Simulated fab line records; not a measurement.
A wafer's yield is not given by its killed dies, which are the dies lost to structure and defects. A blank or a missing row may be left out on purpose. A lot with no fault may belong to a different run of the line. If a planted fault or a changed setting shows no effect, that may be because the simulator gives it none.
2 desks, one fault | flow sky130 | every desk sees just its own numbers, and what lay behind them comes last

== AT THE TOOL OWNER'S DESK: lithoTrack-03 ==
The tool's own readings at SKY_SD_P_DEVELOP_06 (develop time 60 s): means of the sampled wafers that have a number, for each lot that ran on this tool. Marked OUT: a lot whose mean sits more than 4 standard deviations from the usual mean, which makes it out of limits; the brackets give that distance.
Columns: A = developerTempC at SKY_SD_P_DEVELOP_06, usual 23.00 C; B = exhaustPa at SKY_SD_P_DEVELOP_06, usual 45.0 Pa
lot  | first seen here | A               | B
L134 | day 26 00:23    | 23.01           | 44.9
L137 | day 27 15:33    | 20.75 (-20) OUT | 44.3
L138 | day 27 20:50    | 20.65 (-21) OUT | 44.9
This desk's finding: out of limits on L137, L138; first on L137, day 27 15:33 (developerTempC at SKY_SD_P_DEVELOP_06). In limits: L134.

== FROM THE METROLOGY DESK ==
Means of the sampled wafers that have a number, per lot and without regard to the tool the lot ran on: this is what the gauges read. Marked OUT: a lot whose mean sits more than 4 standard deviations from the usual mean, which makes it out of limits; the brackets give that distance.
Columns: A = SONOS_ONO_CVD_02_THK at SKY_SONOS_ONO_THK_MEAS_03, usual 10.50 nm; B = SONOS_ONO_OVL at SKY_SONOS_ONO_OVL_MEAS_14, usual -0.2 nm
lot  | first seen here | A     | B
L134 | day 12 01:46    | 10.38 | -0.4
L138 | day 13 13:40    | 10.51 | -0.0
L137 | day 13 13:40    | 10.35 | 1.0
L140 | day 14 00:29    | 10.41 | -0.6
L145 | day 15 17:20    | 10.67 | -3.0
L147 | day 16 15:43    | 10.54 | 0.8
L148 | day 16 21:32    | 10.54 | 0.9
L150 | day 17 08:46    | 10.40 | -0.2
L151 | day 17 18:22    | 10.56 | -0.3
L152 | day 18 08:04    | 10.46 | -1.2
L153 | day 18 16:55    | 10.43 | 0.7
L154 | day 19 00:04    | 10.59 | -1.7
L155 | day 19 06:47    | 10.43 | -0.5
Finding of this desk: none of the 13 lots has anything out of limits.

== BROUGHT TOGETHER ==
The tool owner's desk had the chance to raise an alarm at day 27 15:33 on L137, L138.
Metrology desk: nothing out of limits seen.
The metrology desk has L137, L138 on record, within its limits.
On lithoTrack-03, each named lot ran SKY_SD_P_DEVELOP_06.

== WHAT THE SIMULATOR HAD PUT IN ==
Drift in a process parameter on lithoTrack-03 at SKY_SD_P_DEVELOP_06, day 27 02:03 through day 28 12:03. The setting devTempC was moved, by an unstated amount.
Lots struck among those shown: L137, L138.
Hours from the fault's start to each desk's first reading out of limits: the tool owner's desk, 14.
